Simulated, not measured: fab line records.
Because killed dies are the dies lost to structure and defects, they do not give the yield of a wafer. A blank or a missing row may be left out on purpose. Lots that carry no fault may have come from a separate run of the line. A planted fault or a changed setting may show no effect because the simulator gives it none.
One fault seen from 2 desks	flow gf180mcu	each desk has only its own numbers; what lay behind them comes last

AT THE METROLOGY DESK
What the gauges read for every lot (on any tool): the sampled wafers with a number, averaged. Any lot whose mean is over 4 standard deviations away from the usual mean is out of limits and marked OUT; that distance is given in the brackets.
Columns: A = V1_CVD_00_THK at GF_V1_THK_MEAS_01, usual 603 nm; B = M2_ALCU_RS at GF_M2_RS_MEAS_05, usual 0.0694 ohm/sq; C = M2_ALCU_THK at GF_M2_THK_MEAS_06, usual 448 nm; D = M2_OVL at GF_M2_OVL_MEAS_15, usual -2 nm
lot	first seen here	A	B	C	D
L869	day 17 03:55	601	0.0693	449	-3
L870	day 17 14:16	586	0.0689	451	-3
L875	day 19 11:28	608	0.0700	446	-6
L882	day 21 23:49	603	0.0700	443	2
L883	day 22 04:46	607	0.0691	449	-4
L884	day 23 01:26	603	0.0686	453	-4
L885	day 23 05:20	608	0.0689	451	3
L886	day 23 14:59	597	0.0693	448	2
L887	day 23 18:38	612	0.0705	441	-9
L888	day 23 23:22	598	0.0699	445	4
L889	day 24 06:13	600	0.0699	446	-4
L890	day 24 14:16	608	0.0694	447	-2
This desk's verdict: no lot among the 12 shows anything out of limits.

FOR THE TOOL OWNER'S DESK: pvd_sputter-03
The tool's own readings at GF_M2_SPUTTER_02 (material AlCu, target thk 450 nm, time 23.9 s): means of the sampled wafers that have a number, for each lot that ran on this tool. Any lot whose mean is over 4 standard deviations away from the usual mean is out of limits and marked OUT; that distance is given in the brackets.
Columns: A = throttle_valve_pct at GF_M2_SPUTTER_02, usual 30.1 %
lot	first seen here	A
L875	day 20 13:24	30.5
L884	day 24 01:51	30.0
L889	day 25 06:34	29.8
L890	day 25 14:21	29.9
This desk's verdict: no lot among the 4 shows anything out of limits.

ALL TOGETHER
The metrology desk saw nothing out of limits.
The tool owner's desk saw nothing out of limits.

WHAT HAD BEEN PUT IN BY THE SIMULATOR
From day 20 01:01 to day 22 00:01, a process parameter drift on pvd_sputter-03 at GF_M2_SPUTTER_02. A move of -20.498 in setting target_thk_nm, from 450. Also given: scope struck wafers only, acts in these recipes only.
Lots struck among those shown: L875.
